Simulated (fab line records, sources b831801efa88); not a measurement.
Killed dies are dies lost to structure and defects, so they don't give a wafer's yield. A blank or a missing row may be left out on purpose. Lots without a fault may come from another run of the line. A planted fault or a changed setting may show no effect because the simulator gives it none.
Problem report in the 8D (eight disciplines) form, filled by code | flow gf180mcu | the parts of the form that need people (team, actions taken, sign-off) are left out

1. THE PROBLEM
bias_w at GF_CONTACT_ETCH_16 reads a mean of 112.2 W on 2 wafers of 2 lots; wafers without a fault read 100.0 W with a standard deviation of 0.3. That is +41 standard deviations from the usual mean.
The step: etches BARC in N2/H2.
First seen on wafer L883.4, day 20 19:58, on rie_diel-02. The record holds 39 wafers of 13 lots with a number at this step. Rule for "out", or "out of limits": more than 4 standard deviations from the usual mean. The other wafers with a number count as sound.

2. WHAT IT IS AND WHAT IT IS NOT
question                    | is                | is not
which readings at this step | bias_w            | drypump_motor_current_A, oes_product_au, throttle_valve_pct
which lots                  | L883, L884        | L871, L872, L874, L876, L877, L888, L890, L891, L892, L893, L894
which wafers of those lots  | L883.4, L884.2    | L883.2, L883.6, L884.1, L884.4
read on which tools         | rie_diel-02       | rie_diel-03, rie_diel-04
when                        | from day 20 19:58 | up to then (17 sound wafers); but 20 sound wafers of L884, L888, L890, L891, L892, L893, L894 came after

3. SUSPECTS, AND WHAT RULES EACH OUT
Counting: a tool at a process step up to the reading stays a suspect if it ran every lot that is out. Sound lots after the first of them don't rule it out here, since some wafers of a struck lot are sound.
- rtp_anneal-01 at GF_SALICIDE_RTA_06 (time 30 s): kept. It ran every lot that is out, first L883 (day 19 18:49); its last sound lot up to then is L874 (day 16 03:38).
- rie_diel-02 at GF_CONTACT_ETCH_16 (etches BARC in N2/H2): kept. It ran every lot that is out, first L883 (day 20 19:58); its last sound lot up to then is L871 (day 16 06:56). Its own readings are out on those wafers: bias_w.
- Within rie_diel-02 at GF_CONTACT_ETCH_16: the wafers that are out ran in chamber 3; their sound lot-mates ran in chambers 1, 2.
Left after counting: rtp_anneal-01 at GF_SALICIDE_RTA_06, rie_diel-02 at GF_CONTACT_ETCH_16.

4. THE CAUSE (what the simulator had put in)
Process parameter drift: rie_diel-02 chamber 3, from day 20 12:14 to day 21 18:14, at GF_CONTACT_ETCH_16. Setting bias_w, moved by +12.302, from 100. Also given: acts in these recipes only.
Counting left 2 suspects, and this tool is among them.

5. THE CHAIN OF EFFECTS, in route order
Each row: a reading whose mean over the struck wafers that have a number lies more than 3 standard deviations from the usual. Only readings for which the record gives a usual standard deviation are gone through. hours: the time from each lot's start at the first step in this table that gives one to its start at this step, as a median over the lots. sigmas: the change in usual standard deviations.
hours | step               | reading | usual   | on struck wafers | change | sigmas
0     | GF_CONTACT_ETCH_16 | bias_w  | 100.0 W | 112.2            | +12.2  | +41
The process steps in it:
- GF_CONTACT_ETCH_16: etches BARC in N2/H2.
Later measuring or inspecting steps at which every struck wafer that the step has a row for has a number for every such reading, and none has moved that far: GF_V1_OVL_MEAS_15.

6. WHAT WOULD HAVE CAUGHT IT SOONER
In this record the first reading out of limits was taken at day 20 19:58, 8 hours after the fault began at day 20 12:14.
